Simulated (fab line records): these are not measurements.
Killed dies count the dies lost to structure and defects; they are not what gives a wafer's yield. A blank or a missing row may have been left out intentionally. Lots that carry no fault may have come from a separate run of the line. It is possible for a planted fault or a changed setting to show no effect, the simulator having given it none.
A lot that was struck, set against a sound lot | flow sky130 | 16 steps out of a route of 708
Sound: the wafers L670.1, L670.2, L670.6. Struck: wafer L677.3 (L677.4, L677.5, from the same lot, were not struck and are left out); the cause is given at the end.
Order at every step that has rows: each side's tool, ch and its chambers, its first start. Under that, the readings that differ: sound wafers | struck wafers | difference of the means | sigmas: that difference in standard deviations of wafers without a fault.
alike: readings with means less than 2 such deviations apart, plus words and numbers identical on both sides. not compared: withheld readings, readings lacking a value on some wafer, bounds such as >300 that could conceal the same value, and numbers that have no deviation in the record and whose values overlap.
The two part at a step that has a row with sigmas, a row that says differs or no value, or rows on one side only. Non-overlapping numbers with no deviation appear without sigmas and do not part them. Lack of a reading on every wafer of one side parts them only where that side has two or more wafers.

first, 2 steps without rows for these wafers: SKY_METAL5_CLEAN_18 (cleans in IPA, time 180 s); SKY_METAL5_CLEAN_19 (cleans in O3/DIW).
SKY_PASSIVATION_CVD_00: deposits SiO2, target thk 90 nm.
  sound on pecvd-01 ch 1,2, day 45 17:01; struck on pecvd-03 ch 1, day 48 01:01
  alike: heater_power_w
SKY_PASSIVATION_THK_MEAS_01:
  sound: film_metro-04 at day 45 17:02; struck: film_metro-03 at day 48 01:04
  reading                     | sound          | struck | difference | sigmas
  PASSIVATION_CVD_00_THK (nm) | 88.6 89.3 89.4 | 92.7   | +3.6       | +3
SKY_PASSIVATION_CVD_02: deposits Si3N4, target thk 540 nm.
  sound on pecvd-03 ch 0,2, day 45 17:06; struck on pecvd-04 ch 0, day 48 01:06
  alike: heater_power_w
SKY_PASSIVATION_THK_MEAS_03:
  sound: film_metro-02 at day 45 17:26; struck: film_metro-04 at day 48 01:21
  alike: PASSIVATION_CVD_02_THK
then, 6 steps without rows for these wafers: SKY_PASSIVATION_DEHYDRATE_04 (time 60 s); SKY_PASSIVATION_HMDS_05 (prime time 60 s); SKY_PASSIVATION_COAT_06 (resist thk 3000 nm); SKY_PASSIVATION_SOFTBAKE_07; SKY_PASSIVATION_EXPOSE_08 (exposes mask NSM, target cd 3000 nm); SKY_PASSIVATION_PEB_09.
SKY_PASSIVATION_DEVELOP_10: develop time 60 s.
  sound on litho_track-04 ch 0, day 46 13:00; struck on litho_track-02 ch 0, day 48 19:00
SKY_PASSIVATION_ETCH_11: etches the open film in CF4/O2, stops on AlCu, target depth 725 nm, time 161.1 s.
  sound on rie_diel-03 ch 0,1,3, day 46 14:01; struck on rie_diel-03 ch 0, day 48 19:49
  reading                      | sound          | struck | difference | sigmas
  model.PASSIVATION.cd_nm (nm) | 3000 2999 3003 | 2978   | -23        |
  alike: drypump_motor_current_A, oes_product_au, throttle_valve_pct
  not compared: rf_hours_counter_h
SKY_PASSIVATION_STRIP_12: strips in O2/N2.
  sound on plasma_asher-02 ch 0,1, day 46 14:07; struck on plasma_asher-02 ch 0, day 48 19:57
  alike: drypump_motor_current_A, o2_flow_sccm, oes_product_au, strip_time_to_endpoint_s
  not compared: rf_hours_counter_h
SKY_PAD_OPEN_PROBE_99:
  the record has rows for the sound wafers here (prober-01, day 47 11:31) and none for the struck ones

WHERE THEY PART
Earliest at SKY_PASSIVATION_THK_MEAS_01; latest, in this record, at SKY_PAD_OPEN_PROBE_99.

WHY: the cause the simulator had injected
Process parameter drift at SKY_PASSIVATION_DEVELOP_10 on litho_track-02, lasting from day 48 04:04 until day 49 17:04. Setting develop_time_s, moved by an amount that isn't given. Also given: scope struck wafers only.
